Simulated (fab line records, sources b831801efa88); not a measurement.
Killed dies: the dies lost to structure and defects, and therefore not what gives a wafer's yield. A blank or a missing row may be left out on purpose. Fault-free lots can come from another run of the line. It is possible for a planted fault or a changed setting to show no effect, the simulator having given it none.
Matching of chambers + flow sky130 + SKY_VIA1_ETCH_14 on rie-diel-01: 4 sister chambers
The step etches BARC in N2/H2, stops on SiO2, time 45.9 s, target depth 60 nm. 8 wafers are shown with their chamber, then 12 later ones without.

## WAFERS WITH THEIR CHAMBER
| wafer  | chamber | drypump-motor-current-A (A) | oes-product-au (a.u.) |
|--------|---------|-----------------------------|-----------------------|
| L091.4 | 2       | 5.0                         | 0.846                 |
| L091.6 | 1       | 6.1                         | 0.847                 |
| L093.1 | 2       | 5.0                         | 0.849                 |
| L093.2 | 0       | 5.8                         | 0.857                 |
| L093.3 | 1       | 6.1                         | 0.850                 |
| L093.4 | 3       | 5.3                         | 0.850                 |
| L093.5 | 3       | 5.2                         | 0.855                 |
| L093.6 | 0       | 5.9                         | 0.851                 |

## WAFERS MISSING THEIR CHAMBER
| wafer  | drypump-motor-current-A (A) | oes-product-au (a.u.) |
|--------|-----------------------------|-----------------------|
| L094.1 | 6.1                         | 0.854                 |
| L094.2 | 5.0                         | 0.856                 |
| L094.3 | 5.3                         | 0.854                 |
| L094.4 | 5.8                         | 0.850                 |
| L094.5 | 5.8                         | 0.858                 |
| L094.6 | 6.1                         | 0.846                 |
| L095.1 | 5.3                         | 0.856                 |
| L095.3 | 5.0                         | 0.857                 |
| L095.5 | 6.1                         | 0.857                 |
| L096.1 | 5.8                         | 0.856                 |
| L096.3 | 5.1                         | 0.853                 |
| L096.4 | 6.2                         | 0.856                 |

## WHICH CHAMBER EACH WENT THROUGH
| wafer  | from the rows above     | in truth |
|--------|-------------------------|----------|
| L094.1 | 1                       | 1        |
| L094.2 | 2                       | 2        |
| L094.3 | 3                       | 3        |
| L094.4 | 0                       | 0        |
| L094.5 | 0                       | 0        |
| L094.6 | 1                       | 1        |
| L095.1 | 3                       | 3        |
| L095.3 | 2                       | 2        |
| L095.5 | 1                       | 1        |
| L096.1 | 0                       | 0        |
| L096.3 | can't be placed: 2 or 3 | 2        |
| L096.4 | 1                       | 1        |
Placed correctly: 11 of 12. Not placeable from these rows: 1 (in 1, the candidates include the true chamber). 0 placed wrongly.
How it was worked out, from the rows above alone: a wafer's distance from a chamber is the root of the sum, over the readings, of the square of ((its reading less the chamber's mean) divided by the reading's scatter). If the next closest chamber is less than 2 further off than the closest, the wafer can't be placed; otherwise it belongs to the closest. The mean given for a chamber averages the wafers shown for that chamber. The scatter is the square root of a quotient: the sum, over the shown wafers, of each reading's squared deviation from its chamber's mean, divided by wafers minus chambers.
